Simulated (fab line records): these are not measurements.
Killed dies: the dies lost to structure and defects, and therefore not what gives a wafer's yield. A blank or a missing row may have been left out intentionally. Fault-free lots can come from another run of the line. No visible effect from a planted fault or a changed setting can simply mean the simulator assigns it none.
fab line records	flow gf180mcu
record: lots: 11	wafers: 32	last-day: 34
route steps=602 shown HV_LDD@233 M2@378 V5@544 PASSIVATION@598
lots untouched by any fault: they come from a run of this same line in which no faults occurred
start-h: hours from the record's first day to the start of the lot's first wafer shown	wait-h: hours from the lot's prior step to this one	" the same as in the row above	L1.1+2: a row that stands for several wafers	- either no value or no given start	* or withheld: withheld	< > ~ a bound
route shown NAME@n: names a module that has steps shown in the file, with the first one's number in the route	usual: mean/standard deviation of fault-free wafers	same: alike in all rows	chamber/n: place in a boat	sites: each site's reading	_std_site: the standard deviation of these	_edge_site: inner sites' mean taken away from outer sites' mean	radius-mm: for every site, how far away it sits from the centre of the wafer	mask NAME#n: copy n	behind: the tool/chamber that last shaped the wafer	hold: reason for holding the lot/hours on hold/outcome of the hold	device: which transistor (n, p or np) failed to switch	end of line: tests run on the same wafers once the route is complete	a step with no rows: only its recipe	killed: count of dies lost to structure and defects at first sort (not the wafer's yield)	map: the dies of a wafer, with x for killed, . for not killed, _ for no die there
set.NAME: the setting as run; set.NAME@STEP: as run at that earlier step	model.NAME: the simulator's own value behind a step, which no gauge read
a sample of lots followed through the steps of the route, with each step as a table and each wafer as a row
services: the hour from which a tool's chamber was out of use, counted from the record's first day as start-h (under 0 if before that day), plus the number of hours and why
== steps ==
step: GF_HV_LDD_THK_MEAS_57
recipe: reads: Si3N4_of_HV_LDD_CVD_56
usual: HV_LDD_CVD_56_THK: 90.0/0.77
lot.wafer	tool	chamber	start-h	wait-h	HV_LDD_CVD_56_THK[nm]
L778.2	film-metro-02	-	276.13	0.0	90.6
L778.4	"	-	"	"	90.5
L778.5	"	-	"	"	90.5
L781.1	film-metro-03	-	297.35	0.0	89.3
L781.3	"	-	"	"	89.7
L781.5	"	-	"	"	89.6
L787.2	film-metro-04	-	351.16	0.0	90.0
L787.5	"	-	"	"	89.6
L787.6	"	-	"	"	89.6
L788.1	film-metro-03	-	351.62	0.0	90.7
L788.2	"	-	"	"	90.4
L795.1	film-metro-02	-	416.89	0.0	91.5
L795.2	"	-	"	"	91.7
L795.5	"	-	"	"	91.6
L796.1	film-metro-02	-	421.35	0.0	89.7
L796.2	"	-	"	"	90.0
L796.4	"	-	"	"	90.1
L797.1	film-metro-02	-	431.71	0.0	90.6
L797.2	"	-	"	"	90.5
L797.5	"	-	"	"	91.0
L798.1	film-metro-02	-	433.21	0.0	89.3
L798.3	"	-	"	"	89.0
L798.4	"	-	"	"	89.3
L799.3	film-metro-04	-	443.15	0.0	88.6
L799.4	"	-	"	"	88.7
L799.5	"	-	"	"	89.3
L800.3	film-metro-04	-	451.43	0.0	90.5
L800.5	"	-	"	"	89.4
L800.6	"	-	"	"	90.6
L801.2	film-metro-03	-	463.17	0.0	90.2
L801.4	"	-	"	"	89.3
L801.5	"	-	"	"	89.4
step: GF_M2_METAL_ETCH_16
recipe: chemistry: Cl2/BCl3	mask-material: KrF	target-depth-nm: 750.8	stop-on: SiO2	pressure-mtorr: 8	icp-w: 800	bias-w: 140	Cl2_flow_sccm: 80	bcl3-flow-sccm: 40	time-s: 125.1
usual: drypump-motor-current-A: 5.62/0.25	oes-product-au: 0.989/0.0071	throttle-valve-pct: 28.230/0.011
lot.wafer	tool	chamber	start-h	wait-h	drypump-motor-current-A	oes-product-au	rf-hours-counter-h	throttle-valve-pct
L778.2	rie-metal-02	0	437.01	0.0	5.48	0.978	13	28.251
L778.4	"	0	"	"	5.45	0.990	-	28.240
L778.5	"	1	"	"	5.82	0.990	-	28.240
L781.1	rie-metal-01	1	461.96	0.0	5.16	0.995	13	28.219
L781.3	"	0	"	"	5.72	0.986	-	28.218
L781.5	"	1	"	"	5.15	0.996	-	28.240
L787.2	rie-metal-03	0	521.39	0.0	5.97	0.990	11	28.223
L787.5	"	1	"	"	5.59	0.984	-	28.222
L787.6	"	0	"	"	5.97	0.991	-	28.233
L788.1	rie-metal-02	1	522.69	0.0	5.82	0.988	10	28.238
L788.2	"	0	"	"	5.46	0.975	1	28.238
L795.1	rie-metal-02	0	585.29	0.0	5.44	0.987	3	28.225
L795.2	"	0	"	"	5.47	0.990	-	28.231
L795.5	"	0	"	"	5.44	0.987	-	28.248
L796.1	rie-metal-01	1	590.61	0.0	5.15	0.985	2	28.255
L796.2	"	0	"	"	5.73	1.004	12	28.224
L796.4	"	0	"	"	5.74	0.998	-	28.206
L797.1	rie-metal-03	1	596.86	0.0	5.61	0.989	9	28.232
L797.2	"	0	"	"	5.96	0.996	0	28.208
L797.5	"	1	"	"	5.63	0.997	-	28.217
L798.1	rie-metal-02	0	600.81	0.0	5.41	0.967	4	28.243
L798.3	"	1	"	"	5.84	0.994	-	28.240
L798.4	"	0	"	"	5.44	0.975	-	28.247
L799.3	rie-metal-01	1	610.12	0.1	5.15	0.985	-	28.222
L799.4	"	0	"	"	5.70	0.991	-	28.226
L799.5	"	0	"	"	5.75	0.995	-	28.222
L800.3	rie-metal-01	0	616.93	0.1	5.74	0.989	-	28.219
L800.5	"	0	"	"	5.73	0.998	-	28.226
L800.6	"	1	"	"	5.14	0.986	-	28.234
L801.2	rie-metal-01	0	626.50	0.0	5.75	0.986	13	28.219
L801.4	"	0	"	"	5.76	0.994	-	28.224
L801.5	"	1	"	"	5.14	0.986	-	28.226
step: GF_V5_CMP_04
recipe: material: SiO2	down-force-psi: 4	platen-rpm: 60	pad-velocity-m-s: 0.94248
usual: motor-current-A: 12.1/1.3
lot.wafer	tool	chamber	start-h	wait-h	motor-current-A
L778.4	cmp-01	2	607.96	0.1	10.3
L778.2	"	3	"	"	13.0
L778.5	"	1	"	"	14.2
L781.1	cmp-01	1	628.41	0.1	14.1
L781.3	"	2	"	"	10.2
L781.5	"	0	"	"	11.2
L787.2	cmp-01	1	677.24	0.1	14.1
L787.5	"	0	"	"	11.5
L787.6	"	1	"	"	13.5
L788.2	cmp-01	1	680.83	0.0	13.6
L788.1	"	3	"	"	12.2
L795.2	cmp-01	2	732.29	0.0	9.9
L795.1	"	0	"	"	10.5
L795.5	"	3	"	"	13.8
L796.2	cmp-01	0	736.42	0.1	11.3
L796.4	"	1	"	"	14.1
L796.1	"	2	"	"	9.5
L797.2	cmp-02	1	741.95	0.3	10.6
L797.1	"	3	"	"	14.1
L797.5	"	1	"	"	12.2
L798.1	cmp-02	0	744.07	0.1	12.7
L798.4	"	1	"	"	11.4
L798.3	"	3	"	"	13.8
L799.3	cmp-01	2	751.29	0.1	10.7
L799.4	"	3	"	"	12.8
L799.5	"	0	"	"	10.3
L800.3	cmp-01	2	758.76	0.2	10.4
L800.5	"	3	"	"	12.9
L800.6	"	0	"	"	11.4
L801.4	cmp-01	2	764.04	0.5	10.7
L801.2	"	1	"	"	13.3
L801.5	"	2	"	"	10.2
step: GF_V5_BOW_MEAS_05
recipe: mode: bow
usual: V5_BOW: 132/9.2
lot.wafer	tool	chamber	start-h	wait-h	hold	V5_BOW[um]
L778.2	film-metro-02	-	608.18	0.1	-	128
L778.4	"	-	"	"	-	116
L778.5	"	-	"	"	-	140
L781.1	film-metro-02	-	628.61	0.1	-	124
L781.3	"	-	"	"	-	130
L781.5	"	-	"	"	-	123
L787.2	film-metro-01	-	677.51	0.2	await-dispo/0.2h/release	130
L787.5	"	-	"	"	await-dispo/0.2h/release	137
L787.6	"	-	"	"	await-dispo/0.2h/release	133
L787.2	film-metro-01	-	677.80	0.3	-	-
L787.5	"	-	"	"	-	-
L787.6	"	-	"	"	-	-
L788.1	film-metro-01	-	681.13	0.1	await-dispo/0.2h/release	151
L788.2	"	-	"	"	await-dispo/0.2h/release	139
L788.1	film-metro-01	-	681.41	0.3	-	-
L788.2	"	-	"	"	-	-
L795.1	film-metro-02	-	732.59	0.1	-	122
L795.2	"	-	"	"	-	127
L795.5	"	-	"	"	-	126
L796.1	film-metro-03	-	736.67	0.1	-	134
L796.2	"	-	"	"	-	135
L796.4	"	-	"	"	-	129
L797.1	film-metro-01	-	742.20	0.1	-	131
L797.2	"	-	"	"	-	128
L797.5	"	-	"	"	-	137
L798.1	film-metro-02	-	744.37	0.2	-	132
L798.3	"	-	"	"	-	120
L798.4	"	-	"	"	-	129
L799.3	film-metro-01	-	751.53	0.2	-	123
L799.4	"	-	"	"	-	131
L799.5	"	-	"	"	-	126
L800.3	film-metro-01	-	758.95	0.1	-	135
L800.5	"	-	"	"	-	125
L800.6	"	-	"	"	-	120
L801.2	film-metro-01	-	764.36	0.1	-	122
L801.4	"	-	"	"	-	124
L801.5	"	-	"	"	-	131
step: GF_V5_ETCH_17
recipe: chemistry: C4F8/O2/Ar	mask-material: KrF	target: SiO2	stop-on: TiN	source-w: 1500	bias-w: 1200	pressure-mtorr: 40	c4f8-flow-sccm: withheld	O2_flow_sccm: 6	Ar_flow_sccm: 300	time-s: withheld	target-depth-a: 8550
usual: oes-product-au: 0.859/0.0046
lot.wafer	tool	chamber	start-h	wait-h	oes-product-au
L778.2	rie-diel-03	0	-	-	0.859
L778.4	"	1	"	"	0.852
L778.5	"	0	"	"	0.860
L781.1	rie-diel-03	2	-	-	0.861
L781.3	"	0	"	"	0.861
L781.5	"	3	"	"	0.858
L787.2	rie-diel-01	3	-	-	0.909
L787.5	"	1	"	"	0.857
L787.6	"	0	"	"	0.859
L788.1	rie-diel-04	2	-	-	0.905
L788.2	"	3	"	"	0.907
L795.1	rie-diel-01	1	-	-	0.855
L795.2	"	3	"	"	0.859
L795.5	"	1	"	"	0.863
L796.1	rie-diel-01	0	-	-	0.852
L796.2	"	2	"	"	0.863
L796.4	"	3	"	"	0.857
L797.1	rie-diel-04	2	-	-	0.869
L797.2	"	1	"	"	0.857
L797.5	"	0	"	"	0.860
L798.1	rie-diel-04	0	-	-	0.856
L798.3	"	1	"	"	0.857
L798.4	"	2	"	"	0.864
L799.3	rie-diel-03	0	-	-	0.855
L799.4	"	3	"	"	0.858
L799.5	"	1	"	"	0.857
L800.3	rie-diel-04	3	-	-	0.863
L800.5	"	1	"	"	0.872
L800.6	"	2	"	"	0.857
L801.2	rie-diel-01	3	-	-	0.863
L801.4	"	1	"	"	0.861
L801.5	"	0	"	"	0.862
step: GF_PASSIVATION_ETCH_11
recipe: chemistry: CF4/O2	target-depth-nm: 2040	stop-on: TiN	source-w: 800	bias-w: 150	pressure-mtorr: 150	cf4-flow-sccm: 80	O2_flow_sccm: 10	time-s: 453.3
usual: drypump-motor-current-A: 5.8/0.34	oes-product-au: 0.989/0.0065	throttle-valve-pct: 5.968/0.0092
lot.wafer	tool	chamber	start-h	wait-h	drypump-motor-current-A	oes-product-au	rf-hours-counter-h	throttle-valve-pct
L778.2	rie-diel-02	0	670.60	-	5.7	0.996	10	5.980
L778.4	"	2	"	"	6.4	0.990	19	5.962
L778.5	"	3	"	"	6.1	0.978	-	5.972
L781.1	rie-diel-03	0	688.95	-	5.9	0.988	16	5.983
L781.3	"	2	"	"	5.6	0.990	5	5.971
L781.5	"	3	"	"	5.8	0.995	-	5.973
L787.2	rie-diel-02	2	734.60	-	6.4	0.979	22	5.941
L787.5	"	3	"	"	6.1	0.987	-	5.977
L787.6	"	0	"	"	5.7	1.000	-	5.973
L788.1	rie-diel-02	2	737.55	-	6.4	0.980	23	5.959
L788.2	"	3	"	"	6.1	0.989	1	5.962
L795.1	rie-diel-02	1	784.30	-	5.3	0.979	1	5.963
L795.2	"	0	"	"	5.7	0.995	15	5.959
L795.5	"	2	"	"	6.4	0.982	-	5.973
L796.1	rie-diel-02	0	787.58	-	5.7	0.988	16	5.958
L796.2	"	2	"	"	6.4	0.983	26	5.966
L796.4	"	3	"	"	6.0	0.976	4	5.988
L797.1	rie-diel-02	3	793.65	-	6.1	0.988	5	5.989
L797.2	"	0	"	"	5.7	0.994	16	5.967
L797.5	"	1	"	"	5.3	0.973	-	5.958
L798.1	rie-diel-02	0	794.78	-	5.7	0.995	16	5.950
L798.3	"	2	"	"	6.4	0.986	27	5.954
L798.4	"	1	"	"	5.3	0.990	2	5.973
L799.3	rie-diel-02	1	800.35	-	5.3	0.993	3	5.978
L799.4	"	2	"	"	6.4	0.984	27	5.964
L799.5	"	2	"	"	6.4	0.985	-	5.958
L800.3	rie-diel-03	0	807.59	-	5.9	0.995	22	5.982
L800.5	"	0	"	"	5.9	0.984	-	5.957
L800.6	"	3	"	"	5.8	0.990	-	5.975
L801.2	rie-diel-03	3	811.59	-	5.9	0.999	35	5.967
L801.4	"	0	"	"	5.9	0.984	-	5.970
L801.5	"	2	"	"	5.7	1.001	-	5.981
== services ==
tool	chamber	start-h	hours	kind
rie-diel-01	1	424.45	14.7	repair
rie-diel-02	2	460.47	50.8	repair
cmp-01	-	472.05	0.4	repair
cmp-01	-	476.36	2.2	repair
rie-diel-02	0	549.69	8.5	repair
cmp-01	-	564.45	3.0	repair
rie-metal-01	1	567.21	14.9	repair
cmp-01	-	609.43	4.2	pm
rie-diel-03	-	623.72	0.2	repair
cmp-01	-	640.96	4.9	pm
rie-diel-03	-	660.66	15.6	pm
rie-diel-02	0	686.45	10.0	repair
cmp-01	-	693.91	2.3	repair
rie-metal-01	-	704.70	1.6	repair
rie-diel-03	3	743.46	8.1	repair
rie-diel-03	-	743.70	1.3	repair
cmp-01	-	744.18	4.0	pm
rie-diel-03	0	751.16	1.7	repair
cmp-01	-	761.71	2.3	repair
cmp-01	-	779.28	1.2	repair
rie-diel-03	2	783.14	3.5	repair
cmp-01	-	795.77	2.1	repair
cmp-01	-	803.22	0.3	repair
rie-diel-03	1	808.08	5.8	repair
== key ==
first-sign: step: GF_V5_BOW_MEAS_05	reading: visit	direction: added
effect: step: GF_V5_ETCH_17	reading: oes-product-au	direction: up	sigmas: 10	usual: 0.859	struck: 0.907
met-at GF_V5_CMP_04
struck-lots L787,L788
struck-wafers L787.2,L788.1,L788.2
not-acting-at GF_HV_LDD_THK_MEAS_57,GF_M2_METAL_ETCH_16,GF_PASSIVATION_ETCH_11
onset-between 628.41 677.24
fault: kind: process-parameter-drift	tool: cmp-01	chamber: -	onset-h: 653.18	steps: GF_V5_CMP_04	channel: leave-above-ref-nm	offset: 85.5	shape: step	end-h: 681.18	scope: struck-wafers-only	acts-in: these-recipes-only	stated: 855
